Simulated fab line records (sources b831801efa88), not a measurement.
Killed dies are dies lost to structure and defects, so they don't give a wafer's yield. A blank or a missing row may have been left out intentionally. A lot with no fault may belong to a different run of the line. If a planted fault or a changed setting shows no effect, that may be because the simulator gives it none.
Lot-split experiment	flow gf180mcu	23 wafers read from 5 lots, route of 602 steps

## ON THE SPLIT
At GF_POLY_GATE_OXIDATION_16 (stabilise 600 s, purge 300 s, target thk 4 nm), the setting tempC was moved away from the recipe's 850 C on 15 of the 23 wafers read, by -0.6% to -0.4%. The other wafers ran this setting at the recipe's value.

The split's own step is where the reading is taken.

## THE READING
SiO2_of_POLY_GATE_OXIDATION_16.thkNm (the simulator's own value, which no gauge read), in nm, at GF_POLY_GATE_OXIDATION_16 (stabilise 600 s, purge 300 s, target thk 4 nm). No usual value for it is given in the file. Across the 8 wafers here that went through the recipe, the average is 4.130 nm and the standard deviation 0.06 nm.

wafer	tool, chamber at the split	tempC as run, C	against the recipe	SiO2_of_POLY_GATE_OXIDATION_16.thkNm, nm	against lot-mates on the recipe
L076.2	-, -	847	-0.4%	3.901	no lot-mate on the recipe
L076.3	-, -	847	-0.4%	3.884	no lot-mate on the recipe
L076.4	-, -	847	-0.4%	3.902	no lot-mate on the recipe
L076.5	-, -	847	-0.4%	3.828	no lot-mate on the recipe
L076.6	-, -	847	-0.4%	3.962	no lot-mate on the recipe
L077.1	furnace-01, 0	850	recipe	4.19	-
L077.2	furnace-01, 0	850	recipe	4.215	-
L077.6	furnace-01, 0	850	recipe	4.189	-
L080.1	-, -	847	-0.4%	4.005	no lot-mate on the recipe
L080.2	-, -	847	-0.4%	3.943	no lot-mate on the recipe
L080.3	-, -	847	-0.4%	4.011	no lot-mate on the recipe
L080.5	-, -	847	-0.4%	3.945	no lot-mate on the recipe
L080.6	-, -	847	-0.4%	3.972	no lot-mate on the recipe
L082.1	-, -	850	recipe	4.119	-
L082.2	-, -	850	recipe	4.089	-
L082.3	-, -	850	recipe	4.127	-
L082.5	-, -	850	recipe	4.07	-
L082.6	-, -	850	recipe	4.037	-
L084.1	-, -	845.1	-0.6%	3.857	no lot-mate on the recipe
L084.2	-, -	845.1	-0.6%	3.885	no lot-mate on the recipe
L084.3	-, -	845.1	-0.6%	3.85	no lot-mate on the recipe
L084.5	-, -	845.1	-0.6%	3.871	no lot-mate on the recipe
L084.6	-, -	845.1	-0.6%	3.814	no lot-mate on the recipe

FIT RESULTS
A straight line over all 23 wafers: SiO2_of_POLY_GATE_OXIDATION_16.thkNm changes by +0.493 nm for each +1% of tempC; r = +0.90; the points scatter about the line by 0.055 nm.
Too few moved wafers with a lot-mate on the recipe to fit a line net of each lot's own level.

## FILE'S OWN FIT
SiO2_of_POLY_GATE_OXIDATION_16.thkNm changes by +0.493 nm for each +1% of tempC, r = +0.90.
